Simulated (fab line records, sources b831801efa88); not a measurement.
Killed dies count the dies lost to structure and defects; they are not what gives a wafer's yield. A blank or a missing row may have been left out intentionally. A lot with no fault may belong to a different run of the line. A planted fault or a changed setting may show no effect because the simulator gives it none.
Matching of chambers + flow sky130 + cmp-02 running SKY_FIELD_ISO_CMP_27: 4 sister chambers
The step polishes, stops on Si3N4, t overpolish 16 s, target thk 457.8 nm. 4 wafers are shown with their chamber, then 7 later ones without.

WAFERS PAIRED WITH THEIR CHAMBERS
| wafer  | chamber | motor current A (A) |
|--------|---------|---------------------|
| L105.5 | 2       | 10.0                |
| L106.5 | 3       | 12.7                |
| L107.1 | 0       | 10.2                |
| L107.2 | 1       | 11.0                |

WAFERS WHOSE CHAMBER IS MISSING
| wafer  | motor current A (A) |
|--------|---------------------|
| L107.6 | 10.5                |
| L115.1 | 10.3                |
| L115.4 | 10.8                |
| L115.6 | 12.3                |
| L116.1 | 10.2                |
| L116.2 | 9.6                 |
| L116.6 | 10.3                |

WHICH CHAMBER EACH ONE RAN IN
| wafer  | from the rows above          | in truth |
|--------|------------------------------|----------|
| L107.6 | can't be placed: 0 or 1 or 2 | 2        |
| L115.1 | can't be placed: 0 or 2      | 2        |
| L115.4 | can't be placed: 1 or 0      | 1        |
| L115.6 | 3                            | 3        |
| L116.1 | can't be placed: 0 or 2      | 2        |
| L116.2 | can't be placed: 2 or 0      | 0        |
| L116.6 | can't be placed: 0 or 2      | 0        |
1 of 7 placed correctly. Unplaceable from these rows: 6, with the true chamber sitting among the candidates in 6. Placed wrongly: 0.
How it was worked out, from the rows above alone: a wafer's distance from a chamber is the root of the sum, over the readings, of the square of ((its reading less the chamber's mean) divided by the reading's scatter). If the next closest chamber is less than 2 further off than the closest, the wafer can't be placed; otherwise it belongs to the closest. For every chamber, the mean is computed from those of its wafers that are shown. The scatter (one wafer shown for each chamber): square how far every hidden wafer sits from the nearest shown wafer, average those squares and take the square root.
